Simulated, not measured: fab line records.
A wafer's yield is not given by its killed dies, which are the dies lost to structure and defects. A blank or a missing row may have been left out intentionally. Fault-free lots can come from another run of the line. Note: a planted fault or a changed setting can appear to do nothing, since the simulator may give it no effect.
Chamber matching | flow sky130 | SKY_VIA1_CMP_24 on cmp-02: 4 sister chambers
The step polishes, stops on SiO2, t overpolish 15 s, target thk 0 nm. 14 wafers are shown with their chamber, then 7 later ones without.

WAFERS, EACH WITH ITS CHAMBER
wafer  | chamber | motor-current-A (A) | time-to-endpoint-s (s) | slurry-flow-ml-min
L672.2 | 0       | 12.5                | 70.1                   | 150.3
L672.3 | 1       | 10.5                | 69.9                   | 149.5
L672.6 | 3       | 11.3                | 69.8                   | 149.6
L674.2 | 2       | 12.2                | 68.4                   | 149.7
L674.5 | 1       | 10.3                | 70.0                   | 150.3
L674.6 | 2       | 12.5                | 65.7                   | 150.1
L676.2 | 3       | 11.4                | 65.5                   | 150.3
L676.4 | 1       | 10.4                | 70.3                   | 150.0
L676.6 | 0       | 13.1                | 65.6                   | 150.5
L677.1 | 1       | 10.0                | 69.1                   | 150.0
L677.4 | 0       | 12.7                | 65.4                   | 150.2
L677.5 | 3       | 11.2                | 68.6                   | 150.2
L682.1 | 2       | 11.9                | 64.9                   | 150.0
L682.2 | 1       | 10.7                | 69.4                   | 149.5

SIGNATURES (averages over the wafers above)
reading            | chamber 0 | chamber 1 | chamber 2 | chamber 3 | scatter within a chamber
motor-current-A    | 12.767    | 10.380    | 12.200    | 11.300    | 0.256
time-to-endpoint-s | 67.033    | 69.740    | 66.333    | 67.967    | 1.78
slurry-flow-ml-min | 150.333   | 149.860   | 149.933   | 150.033   | 0.302
Rule: a wafer's distance from a chamber is the root of the sum, over the readings, of the square of ((its reading less the chamber's mean) divided by the reading's scatter). If the next closest chamber is less than 2 further off than the closest, the wafer can't be placed; otherwise it belongs to the closest. The scatter is the square root of a quotient: the sum, over the shown wafers, of each reading's squared deviation from its chamber's mean, divided by wafers minus chambers.

WAFERS WITHOUT THEIR CHAMBER
wafer  | motor-current-A (A) | time-to-endpoint-s (s) | slurry-flow-ml-min
L682.6 | 12.9                | 64.8                   | 149.9
L683.3 | 12.7                | 62.4                   | 150.1
L683.4 | 12.1                | 65.6                   | 149.2
L683.6 | 11.1                | 61.3                   | 149.4
L684.2 | 11.7                | 58.9                   | 150.0
L684.3 | 11.2                | 59.6                   | 149.9
L684.5 | 11.7                | 61.6                   | 150.3

WHICH CHAMBER EACH WENT THROUGH
wafer  | from the rows above          | in truth
L682.6 | can't be placed: 0 or 2      | 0
L683.3 | can't be placed: 0 or 2      | 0
L683.4 | can't be placed: 2 or 3      | 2
L683.6 | can't be placed: 3 or 2 or 1 | 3
L684.2 | can't be placed: 2 or 3 or 0 | 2
L684.3 | can't be placed: 3 or 2 or 1 | 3
L684.5 | can't be placed: 2 or 3 or 0 | 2
0 of 7 placed correctly. These rows do not allow placing 7 (true chamber among the candidates in 7). 0 placed wrongly.
